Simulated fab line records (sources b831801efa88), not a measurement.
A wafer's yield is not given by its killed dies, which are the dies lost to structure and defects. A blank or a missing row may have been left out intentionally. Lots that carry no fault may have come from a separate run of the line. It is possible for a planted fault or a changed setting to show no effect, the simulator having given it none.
A struck lot beside a sound one    flow sfq-line    42 steps out of a route of 325
Sound: wafers L458.1, L458.2, L458.6. Wafers L468.1, L468.2, L468.6 were the ones struck. The cause is named last.
Order at every step that has rows: each side's tool, ch and its chambers, its first start. Under that, the readings that differ: sound wafers    struck wafers    difference of the means    sigmas: that difference in standard deviations of wafers without a fault.
alike: words and numbers the same on both sides, and readings whose means are apart by under 2 such deviations; not compared: readings that were withheld, readings missing a value for some wafer, numbers with overlapping values and no deviation given by the record, and bounds like >300 which may hide the same value.
A row with sigmas, a row that says differs or no value, or rows on one side alone: a step with any of these is where the two part. Numbers that have no deviation but don't overlap get no sigmas and don't part them. A reading that every wafer of one side lacks parts them only if that side has two wafers or more.

first, 6 steps without rows for these wafers: SFQ_TRILAYER_L0_VIA_LITHO_COAT_018 (resist thk 62 nm); SFQ_TRILAYER_L0_VIA_LITHO_COAT_013 (resist thk 650 nm); SFQ_TRILAYER_L0_VIA_LITHO_SOFTBAKE_017; SFQ_TRILAYER_L0_VIA_LITHO_EXPOSE_014 (exposes mask L0V, target cd 700 nm); SFQ_TRILAYER_L0_VIA_LITHO_PEB_016 (peb time 60 s); SFQ_TRILAYER_L0_VIA_LITHO_DEVELOP_015 (time 60 s).
SFQ_L0V_OVL_MEAS_903:
  sound on overlay-02, day 8 00:55; struck on overlay-02, day 10 12:43
  alike: L0V_OVL
then, 1 step without rows for these wafers: SFQ_TRILAYER_L0_VIA_BARC_OPEN_VIA_ETCH_021 (etches BARC in O2, target depth 125 nm, time 41.7 s).
SFQ_TRILAYER_L0_VIA_ETCH_VIA_ETCH_016: etches SiO2 in CHF3, stops on MoNx KI, target depth 80 nm.
  sound on rie-diel-03 ch 1,2, day 8 00:59; struck on rie-diel-03 ch 0,1,3, day 10 12:47
  alike: drypump-motor-current-A, oes-product-au
SFQ_TRILAYER_L0_VIA_STRIP_STRIP_017: strips in O2.
  sound on rie-metal-03 ch 0,1, day 8 01:02; struck on rie-metal-04 ch 0,1, day 10 12:50
  alike: drypump-motor-current-A, oes-product-au, platen-temp-c
  not compared: rf-hours-counter-h
then, 2 steps without rows for these wafers: SFQ_TRILAYER_L0_VIA_STRIP_SOLV_CLEAN_018 (cleans in NMP, time 600 s); SFQ_TRILAYER_M0_DEP_PRE_CLEAN_020 (time 15 s).
SFQ_TRILAYER_M0_DEP_SPUTTER_019: material Nb, target thk 200 nm, time 133.3 s.
  sound on pvd-sputter-03, day 8 01:51; struck on pvd-sputter-03, day 10 13:38
reading                                              sound              struck             difference  sigmas
model.Nb_of_TRILAYER_M0_DEP_SPUTTER_019.thk-nm (nm)  194.6 193.7 194.9  235.4 233.6 235.4  +40.4       
  alike: cathode-dc-power-W, throttle-valve-pct
SFQ_M0_RS_MEAS_904: a four-point-probe measurement.
  sound on film-metro-04, day 8 01:56; struck on film-metro-01, day 10 13:43
reading            sound              struck             difference  sigmas
M0_NB_RS (ohm/sq)  0.916 0.919 0.915  0.757 0.761 0.755  -0.159      -18
then, 6 steps without rows for these wafers: SFQ_TRILAYER_M0_LITHO_COAT_026 (resist thk 62 nm); SFQ_TRILAYER_M0_LITHO_COAT_021 (resist thk 600 nm); SFQ_TRILAYER_M0_LITHO_SOFTBAKE_025; SFQ_TRILAYER_M0_LITHO_EXPOSE_022 (exposes mask M0, target cd 500 nm); SFQ_TRILAYER_M0_LITHO_PEB_024 (peb time 60 s); SFQ_TRILAYER_M0_LITHO_DEVELOP_023 (time 60 s).
-- the record jumps here: 4 days lie between the struck wafers' starts before and after --
SFQ_M0_OVL_MEAS_906:
  sound on overlay-01, day 11 18:43; struck on overlay-01, day 14 11:44
  alike: M0_OVL
SFQ_TRILAYER_M0_BARC_OPEN_METAL_ETCH_031: etches BARC in O2, target depth 125 nm, time 41.7 s.
  sound on rie-metal-01 ch 0,1, day 11 18:44; struck on rie-metal-04 ch 0,1, day 14 11:47
  alike: drypump-motor-current-A, oes-product-au
  not compared: rf-hours-counter-h
SFQ_TRILAYER_M0_ETCH_METAL_ETCH_024: etches Nb in Cl2/Ar, stops on SiO2, target depth 240 nm, time 120 s.
  sound on rie-metal-01 ch 0,1, day 11 18:48; struck on rie-metal-04 ch 0,1, day 14 11:50
reading                sound              struck             difference  sigmas
oes-product-au (a.u.)  0.881 0.878 0.886  0.984 0.979 0.986  +0.101      +15
  alike: drypump-motor-current-A
  not compared: rf-hours-counter-h
then, 3 steps without rows for these wafers: SFQ_TRILAYER_M0_STRIP_STRIP_025 (strips in O2); SFQ_TRILAYER_M0_STRIP_SOLV_CLEAN_026 (cleans in NMP, time 600 s); SFQ_TRILAYER_I0_DEP_PECVD_027 (deposits SiO2 from SiH4/N2O, time 111.11 s, target thk 500 nm).
SFQ_TRILAYER_I0_CMP_CMP_028: polishes SiO2.
  sound on cmp-01 ch 1,3, day 12 14:44; struck on cmp-01 ch 0,1, day 14 20:44
reading                 sound          struck       difference  sigmas
motor-current-A (A)     10.8 10.2 9.9  8.6 9.3 8.7  -1.4        -2
time-to-endpoint-s (s)  224 220 227    203 200 204  -21         -3
SFQ_I0_BOW_MEAS_907:
  sound on film-metro-04, day 12 17:44; struck on film-metro-01, day 14 23:44
  alike: I0_BOW
then, 7 steps without rows for these wafers: SFQ_TRILAYER_I0_METRO_MEASURE_029; SFQ_TRILAYER_I0_VIA_LITHO_COAT_036 (resist thk 62 nm); SFQ_TRILAYER_I0_VIA_LITHO_COAT_031 (resist thk 650 nm); SFQ_TRILAYER_I0_VIA_LITHO_SOFTBAKE_035; SFQ_TRILAYER_I0_VIA_LITHO_EXPOSE_032 (exposes mask I0, target cd 500 nm); SFQ_TRILAYER_I0_VIA_LITHO_PEB_034 (peb time 60 s); SFQ_TRILAYER_I0_VIA_LITHO_DEVELOP_033 (time 60 s).
-- the record jumps here: 5 days lie between the struck wafers' starts before and after --
SFQ_I0_OVL_MEAS_908:
  sound on overlay-01, day 17 06:35; struck on overlay-01, day 19 23:23
  alike: I0_OVL
SFQ_TRILAYER_I0_VIA_BARC_OPEN_VIA_ETCH_046: etches BARC in O2, target depth 125 nm, time 41.7 s.
  sound on rie-diel-04 ch 0,2,3, day 17 06:38; struck on rie-diel-04 ch 1,2,3, day 19 23:26
  alike: drypump-motor-current-A, oes-product-au
  not compared: rf-hours-counter-h
then, 4 steps without rows for these wafers: SFQ_TRILAYER_I0_VIA_ETCH_VIA_ETCH_034 (etches SiO2 in CHF3, stops on Nb, target depth 260 nm); SFQ_TRILAYER_I0_VIA_STRIP_STRIP_035 (strips in O2); SFQ_TRILAYER_I0_VIA_STRIP_SOLV_CLEAN_036 (cleans in NMP, time 600 s); SFQ_TRILAYER_M1_DEP_PRE_CLEAN_038 (time 22.5 s).
-- the record jumps here: 64 days lie between the struck wafers' starts before and after --
SFQ_M8_BOW_MEAS_951:
  sound on film-metro-04, day 75 03:32; struck on film-metro-04, day 83 12:54
reading                  sound                 struck                difference  sigmas
model.etest.m0.ohm-um    1.842 1.847 1.841     1.522 1.536 1.517     -0.318      
model.etest.m0.ohm-sq    0.9148 0.9192 0.9137  0.7564 0.7621 0.7563  -0.1576     
model.etest.i0.link-ohm  1.992 1.983 1.986     1.823 1.829 1.82      -0.163      
  alike: M8_BOW

## WHERE THEY PART
At SFQ_M0_RS_MEAS_904 first; at SFQ_TRILAYER_I0_CMP_CMP_028 last (within this record only). Later steps at which nothing parts them and some readings are alike: SFQ_I0_BOW_MEAS_907, SFQ_I0_OVL_MEAS_908, SFQ_TRILAYER_I0_VIA_BARC_OPEN_VIA_ETCH_046, SFQ_M8_BOW_MEAS_951.

WHY: the cause the simulator had injected
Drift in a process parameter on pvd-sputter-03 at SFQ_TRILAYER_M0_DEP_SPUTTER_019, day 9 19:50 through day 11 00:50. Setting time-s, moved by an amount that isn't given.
